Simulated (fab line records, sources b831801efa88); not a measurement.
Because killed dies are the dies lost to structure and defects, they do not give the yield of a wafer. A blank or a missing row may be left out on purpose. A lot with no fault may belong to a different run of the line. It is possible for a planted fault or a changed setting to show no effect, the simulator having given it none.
Code-filled problem report in 8D (eight disciplines) form ; flow sky130 ; the parts of the form that need people (team, actions taken, sign-off) are left out

1. THE PROBLEM
A mean of 133.6 nm is read at SKY_METAL1_CD_MEAS_15 for cd nm, taken on 1 wafer of 1 lot, against 140.0 nm (standard deviation 1.6) on wafers free of any fault. Measured from the usual mean, that is -4.0 standard deviations.
The step: target cd 140 nm.
First observed at day 35 03:52: wafer L425.6, on cd sem-01. Wafers with a number at this step in the record: 33, from 11 lots. The rule behind "out" and "out of limits": a value lying over 4 standard deviations away from the usual mean. All remaining wafers that have a number are taken as sound.

2. WHAT IT IS AND WHAT IT IS NOT
question;is;is not
which readings at this step;cd nm;-
which lots;L425;L418, L420, L421, L433, L434, L437, L438, L439, L440, L441
which wafers of those lots;L425.6;L425.2, L425.4
read on which gauges;cd sem-01;cd sem-02
when;from day 35 03:52;"up to then (11 sound wafers); but 21 sound wafers of L433, L434, L437, L438, L439, L440, L441 came after"

3. WHAT RULES OUT EACH SUSPECT
Counting: any tool at a process step up to the reading remains a suspect provided it ran every lot that is out. Sound lots after the first of them don't rule it out here, since some wafers of a struck lot are sound.
- the gauge at SKY_METAL1_CD_MEAS_15: kept. All the wafers that are out were read on cd sem-01, and no step on other tools shows them out.
- rie diel-01 at SKY_CONTACT_ETCH_17 (etches SiO2 in C4F8/O2/Ar, stops on Si3N4, target depth 340 nm): kept. It processed L425, the lot that is out, at day 33 23:27, and its most recent sound lot before then was L421 at day 33 02:10.
- krf scanner-02 at SKY_METAL1_EXPOSE_12 (exposes mask MM1, target cd 140 nm): kept. It processed L425, the lot that is out, at day 34 14:30, and its most recent sound lot before then was L421 at day 33 16:56.
- Within rie diel-01 at SKY_CONTACT_ETCH_17: the wafers that are out ran in chamber 1; their sound lot-mates ran in chambers 0, 3.
The count leaves rie diel-01 at SKY_CONTACT_ETCH_17, krf scanner-02 at SKY_METAL1_EXPOSE_12, and cd sem-01 at SKY_METAL1_CD_MEAS_15.

4. THE CAUSE (what the simulator had put in)
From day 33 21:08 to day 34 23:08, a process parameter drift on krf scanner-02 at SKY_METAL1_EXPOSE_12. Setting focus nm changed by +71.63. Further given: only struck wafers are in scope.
Of the 3 suspects that counting leaves, this tool is one.

5. THE EFFECT CHAIN, in route order
Each row: a reading whose mean over the struck wafers that have a number lies more than 3 standard deviations from the usual. Only readings for which the record gives a usual standard deviation are gone through. hours: the time from each lot's start at the first step in this table that gives one to its start at this step, as a median over the lots. sigmas: the change in usual standard deviations.
hours;step;reading;usual;on struck wafers;change;sigmas
0;SKY_METAL1_CD_MEAS_15;cd nm;140.0 nm;133.6;-6.4;-4.0

6. WHAT WOULD HAVE CAUGHT IT SOONER
The first out-of-limits reading at a measuring or inspecting step in this record came at day 35 03:52, 31 hours after the fault's start at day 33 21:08.
No tool reading at SKY_METAL1_EXPOSE_12 that has a usual standard deviation in the record was out on any struck wafer, so an alarm limit of 4 standard deviations on those readings would not have fired.
The start of SKY_METAL1_EXPOSE_12 on krf scanner-02 came by day 35 03:52 for every one of the lots that are out (1). A hold on the tool at that time would have spared none of them.
